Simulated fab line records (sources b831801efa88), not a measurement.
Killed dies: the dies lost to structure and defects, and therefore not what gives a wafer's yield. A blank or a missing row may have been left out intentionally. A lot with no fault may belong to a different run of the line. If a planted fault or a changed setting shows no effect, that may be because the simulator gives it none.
Comparing a struck lot with a sound one -- flow sky130 -- 21 out of 708 route steps
Sound: these wafers, L572.1, L572.2, L572.3. Wafers struck: L575.1, L575.5. The cause is given at the end.
Order at every step that has rows: each side's tool, ch and its chambers, its first start. Under that, the readings that differ: sound wafers -- struck wafers -- difference of the means -- sigmas: that difference in standard deviations of wafers without a fault.
alike: readings whose means differ by less than 2 such deviations, and words and numbers that are the same on both sides. not compared: withheld readings, readings that some wafer has no value for, bounds like >300 that may hide the same value, and numbers for which the record gives no deviation and whose values overlap.
The two part at a step that has a row with sigmas, a row that says differs or no value, or rows on one side only. Non-overlapping numbers with no deviation appear without sigmas and do not part them. A reading that every wafer of one side lacks parts them only if that side has two wafers or more.

first, 1 step without rows for these wafers: SKY_LDD_LDN_IMPLANT_11.
SKY_LDD_LDN_STRIP_12: strips in O2/N2.
  sound on plasma_asher-02 ch 0,1, day 24 23:48; struck on plasma_asher-03 ch 0,1, day 25 19:04
  alike: drypump_motor_current_A, oes_product_au, strip_time_to_endpoint_s
  not compared: rf_hours_counter_h
SKY_LDD_LDN_TW_MEAS_13:
  sound: film_metro-04 at day 24 23:54; struck: film_metro-02 at day 25 19:10
  alike: LDD_LDN_TW
then, 2 steps without rows for these wafers: SKY_LDD_LDN_CLEAN_14 (cleans in SC1/SC2, time 150 s); SKY_SPACER_CVD_00 (deposits Si3N4 from DCS/NH3, target thk 43.1 nm, time 740 s).
SKY_SPACER_THK_MEAS_01:
  sound: film_metro-03 at day 25 01:26; struck: film_metro-04 at day 25 21:02
  alike: SPACER_CVD_00_THK
SKY_SPACER_ETCHBACK_02: etches Si3N4 in CH3F/O2, stops on SiO2, time 46.7 s, target depth 45 nm.
  sound on rie_diel-03 ch 0,2,3, day 25 01:29; struck on rie_diel-01 ch 1,2, day 25 21:05
  alike: drypump_motor_current_A, oes_product_au, throttle_valve_pct
  not compared: rf_hours_counter_h
then, 5 steps without rows for these wafers: SKY_POLY_CUT_DEHYDRATE_00 (time 60 s); SKY_POLY_CUT_HMDS_01 (prime time 60 s); SKY_POLY_CUT_COAT_02 (resist thk 60 nm); SKY_POLY_CUT_COAT_03 (resist thk 450 nm); SKY_POLY_CUT_SOFTBAKE_04 (time 90 s).
SKY_POLY_CUT_EXPOSE_05: exposes mask NPCM, target cd 270 nm.
  sound on krf_scanner-01 ch 0, day 25 17:13; struck on krf_scanner-02 ch 0, day 26 15:52
  alike: mask
then, 2 steps without rows for these wafers: SKY_POLY_CUT_PEB_06; SKY_POLY_CUT_DEVELOP_07 (develop time 60 s).
SKY_POLY_CUT_CD_MEAS_08: target cd 270 nm.
  sound: cd_sem-02 at day 26 07:08; struck: cd_sem-01 at day 27 05:59
reading,sound,struck,difference,sigmas
cd_nm (nm),270.9 270.9 271.2,244.3 244.3,-26.7,-19
SKY_POLY_CUT_OVL_MEAS_09:
  sound: overlay-01 at day 26 07:15; struck: overlay-02 at day 27 06:06
reading,sound,struck,difference,sigmas
POLY_CUT_OVL (nm),3 -2 6,-6 -10,-10,-2
SKY_POLY_CUT_ETCH_10: etches BARC in N2/H2, stops on SiO2, time 45.9 s, target depth 60 nm.
  sound on rie_diel-04 ch 1,2,3, day 26 07:17; struck on rie_diel-02 ch 3, day 27 06:08
reading,sound,struck,difference,sigmas
model.POLY_CUT.cd_nm (nm),272 271.5 271.3,243.3 244,-28.0,
  alike: drypump_motor_current_A, oes_product_au, throttle_valve_pct
  not compared: rf_hours_counter_h
SKY_POLY_CUT_ETCH_11: etches Si3N4 in CF4/CH2F2/Ar, stops on poly-Si, time 42.5 s, target depth 60 nm.
  sound on rie_diel-04 ch 1,2,3, day 26 07:20; struck on rie_diel-02 ch 3, day 27 06:11
reading,sound,struck,difference,sigmas
model.POLY_CUT.cd_nm (nm),272.1 271.5 271.4,243.3 244,-28.0,
  alike: drypump_motor_current_A, oes_product_au, throttle_valve_pct
  not compared: rf_hours_counter_h
SKY_POLY_CUT_STRIP_12: strips in O2/N2.
  sound on plasma_asher-04 ch 0,1, day 26 07:22; struck on plasma_asher-02 ch 0,1, day 27 06:13
  alike: drypump_motor_current_A, oes_product_au, strip_time_to_endpoint_s
  not compared: rf_hours_counter_h
-- here the record skips 21 days between the struck wafers' starts before and after, leaving off in module POLY_CUT and picking up in module PAD_OPEN (first step shown: number 708 of the route) --
SKY_PAD_OPEN_PROBE_99:
  only the struck wafers here have rows in the record (prober-01, day 47 23:44); the sound ones have none

WHERE THEY PART
Earliest at SKY_POLY_CUT_CD_MEAS_08; latest, in this record, at SKY_PAD_OPEN_PROBE_99.

WHY: whatever the simulator had introduced
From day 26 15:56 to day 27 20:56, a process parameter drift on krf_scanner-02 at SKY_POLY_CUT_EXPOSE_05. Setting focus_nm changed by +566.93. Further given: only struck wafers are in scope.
